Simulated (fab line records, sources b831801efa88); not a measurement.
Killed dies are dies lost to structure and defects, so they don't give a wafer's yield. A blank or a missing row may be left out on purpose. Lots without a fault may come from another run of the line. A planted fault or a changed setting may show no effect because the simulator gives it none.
fab line records | flow sky130
record lots=6 wafers=18 last_day=50
route steps=708 shown LDD_N@249 LDD_P@255
lots that met no fault: from a run of the same line without faults
start_h: hours from the record's first day to the start of the lot's first wafer shown | wait_h: hours since the lot's step before | " the same as in the row above | L1.1+2: a row that stands for several wafers | - no value, or no start given | * or withheld: withheld | < > ~ a bound
route shown NAME@n: a module of which the file shows steps, and the number in the route of the first | usual: mean/standard deviation of fault-free wafers | same: alike in all rows | chamber/n: place in a boat | sites: the reading at each site | _std_site: their standard deviation | _edge_site: outer sites' mean less inner sites' | radius_mm: how far each site lies from the wafer's centre | mask NAME#n: copy n | behind: the tool/chamber that last shaped the wafer | hold: why the lot was held/for how many hours/how that ended | device: the transistor (n, p or np) that didn't switch | end of line: the same wafers' tests at the end of the route | a step without rows: its recipe alone | killed: dies lost to structure and defects at the first sort, not the wafer's yield | map: a wafer's dies, x killed, . not, _ none there
set.NAME: the setting as run; set.NAME@STEP: as run at that earlier step | model.NAME: the simulator's own value behind a step, which no gauge read
lots at some steps of the route; a table a step, a row a wafer
services: from which hour (start_h, from the record's first day; less than 0 if before it) a tool's chamber was out of use, for how many hours, and why
## steps
# step SKY_LDD_N_IMPLANT_12
# recipe species=BF2 energy_kev=50 dose_cm2=5e+12 tilt_deg=30 rotation_deg=0
# step SKY_LDD_N_IMPLANT_13
# recipe species=BF2 energy_kev=50 dose_cm2=5e+12 tilt_deg=30 rotation_deg=90
# step SKY_LDD_N_IMPLANT_14
# recipe species=BF2 energy_kev=50 dose_cm2=5e+12 tilt_deg=30 rotation_deg=180
# step SKY_LDD_N_IMPLANT_15
# recipe species=BF2 energy_kev=50 dose_cm2=5e+12 tilt_deg=30 rotation_deg=270
# step SKY_LDD_N_STRIP_16
# recipe chemistry=O2/N2 power_w=1400 pressure_mtorr=1500 platen_temp_c=withheld o2_flow_sccm=3000 n2_flow_sccm=300 overash_fraction=0.5
# usual drypump_motor_current_A=5.9/0.41 oes_product_au=0.407/0.0047 strip_time_to_endpoint_s=4.320/0.013
# columns lot.wafer tool chamber start_h wait_h drypump_motor_current_A oes_product_au rf_hours_counter_h strip_time_to_endpoint_s
L209.2 plasma_asher-03 1 468.32 0.1 6.0 0.410 3 4.330
L209.3 " 1 " " 6.0 0.398 - 4.312
L209.6 " 0 " " 6.6 0.408 - 4.304
L215.1 plasma_asher-02 0 515.14 0.1 5.9 0.412 39 4.316
L215.4 " 1 " " 5.9 0.405 - 4.309
L215.5 " 0 " " 5.9 0.413 - 4.305
L214.1 plasma_asher-03 1 519.05 0.1 6.0 0.406 9 4.307
L214.2 " 0 " " 6.5 0.398 9 4.318
L214.4 " 1 " " 6.1 0.407 - 4.302
L218.2 plasma_asher-02 1 548.57 0.1 5.9 0.411 43 4.317
L218.3 " 1 " " 5.9 0.402 - 4.286
L218.4 " 0 " " 5.9 0.409 - 4.292
L223.1 plasma_asher-02 0 583.05 0.1 5.9 0.412 46 4.326
L223.2 " 1 " " 5.9 0.408 46 4.301
L223.6 " 1 " " 5.9 0.405 - 4.319
L225.1 plasma_asher-03 0 604.53 0.1 6.5 0.404 17 4.341
L225.2 " 1 " " 6.0 0.409 17 4.332
L225.6 " 1 " " 6.1 0.400 - 4.321
# step SKY_LDD_N_TW_MEAS_17
# usual LDD_N_TW=2601/12
# columns lot.wafer tool chamber start_h wait_h LDD_N_TW
L209.2 film_metro-02 - 468.43 0.1 2603
L209.3 " - " " 2609
L209.6 " - " " 2583
L215.1 film_metro-02 - 515.24 0.1 2602
L215.4 " - " " 2627
L215.5 " - " " 2616
L214.1 film_metro-02 - 519.15 0.1 2590
L214.2 " - " " 2606
L214.4 " - " " 2617
L218.2 film_metro-04 - 548.68 0.1 2591
L218.3 " - " " 2600
L218.4 " - " " 2590
L223.1 film_metro-01 - 583.15 0.1 2585
L223.2 " - " " 2571
L223.6 " - " " 2590
L225.1 film_metro-01 - 604.63 0.1 2602
L225.2 " - " " 2613
L225.6 " - " " 2611
# step SKY_LDD_P_DEHYDRATE_00
# recipe temp_c=200 time_s=60
# step SKY_LDD_P_HMDS_01
# recipe prime_time_s=60 prime_temp_c=120
# step SKY_LDD_P_COAT_02
# recipe resist=NOVOLAK spin_rpm=3000 resist_thk_nm=1140
# step SKY_LDD_P_SOFTBAKE_03
# recipe temp_c=90 time_s=60 resist=NOVOLAK
# step SKY_LDD_P_EXPOSE_04
# recipe mask_id=PSDM na=0.6 source_shape=conventional sigma_outer=0.6 polarization=unpolarized target_cd_nm=380 dose_mj=138
# step SKY_LDD_P_PEB_05
# recipe temp_c=withheld time_s=* resist=NOVOLAK
# step SKY_LDD_P_DEVELOP_06
# recipe resist=NOVOLAK developer=TMAH develop_time_s=60 dev_temp_c=23.46
# usual chill_plate_temp_C=22.99/0.11 develop_time_s=60/0 resist_line_temp_C=22.98/0.12
# columns lot.wafer tool chamber start_h wait_h chill_plate_temp_C develop_time_s resist_line_temp_C
L209.2 litho_track-03 0 498.71 0.1 23.07 60 22.83
L209.3 " 0 " " 23.13 60 23.02
L209.6 " 0 " " 23.02 60 22.93
L215.1 litho_track-01 - 545.01 0.1 - - -
L215.4 " - " " - - -
L215.5 " - " " - - -
L214.1 litho_track-04 - 548.64 0.1 - - -
L214.2 " - " " - - -
L214.4 " - " " - - -
L218.2 litho_track-01 0 578.43 0.1 23.15 60 23.08
L218.3 " 0 " " 23.13 60 22.89
L218.4 " 0 " " 22.97 60 22.96
L223.1 litho_track-04 0 611.14 0.1 23.13 60 22.96
L223.2 " 0 " " 22.99 60 22.85
L223.6 " 0 " " 23.10 60 22.98
L225.1 litho_track-04 0 633.64 0.1 23.08 60 22.99
L225.2 " 0 " " 22.96 60 23.06
L225.6 " 0 " " 23.15 60 23.00
# step SKY_LDD_P_CD_MEAS_07
# recipe target_cd_nm=380
# usual cd_nm=380.3/2.6
# columns lot.wafer tool chamber start_h wait_h cd_nm
L209.2 cd_sem-02 - 498.86 0.1 378.9
L209.3 " - " " 378.7
L209.6 " - " " 379.1
L215.1 cd_sem-02 - 545.16 0.1 -
L215.4 " - " " -
L215.5 " - " " -
L214.1 cd_sem-01 - 548.79 0.1 -
L214.2 " - " " -
L214.4 " - " " -
L218.2 cd_sem-01 - 578.58 0.1 379.0
L218.3 " - " " 379.5
L218.4 " - " " 379.1
L223.1 cd_sem-01 - 611.29 0.1 377.4
L223.2 " - " " 379.3
L223.6 " - " " 379.4
L225.1 cd_sem-01 - 633.79 0.1 380.3
L225.2 " - " " 381.3
L225.6 " - " " 380.5
## services
# columns tool chamber start_h hours kind
plasma_asher-02 - 457.38 2.8 pm
plasma_asher-03 - 524.20 1.9 repair
plasma_asher-02 - 618.17 1.3 repair
## key
first_sign step=SKY_LDD_P_DEVELOP_06 reading=tool_record direction=missing
effect none on later readings
met_at SKY_LDD_P_DEVELOP_06
struck_wafers L214.1,L214.2,L214.4,L215.1,L215.4,L215.5
sort_left_out L214.1,L214.2,L214.4,L215.1,L215.4,L215.5
tester_left_out L214,L215
fault kind=skipped_step_whole tool=litho_track-01,litho_track-04 chamber=- onset_h=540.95 steps=SKY_LDD_P_DEVELOP_06 scope=struck_lots_only
# tester_left_out: of these lots the tester's yield and bins aren't shown, on N5 and GAA mostly nor the transistor test; their killed dies are dies lost to structure and defects alone, not to doping, threshold or leakage, so they don't give the yield
# sort_left_out: the simulated sort isn't trusted on such a fault, so these wafers' sort isn't shown, and their yield isn't known
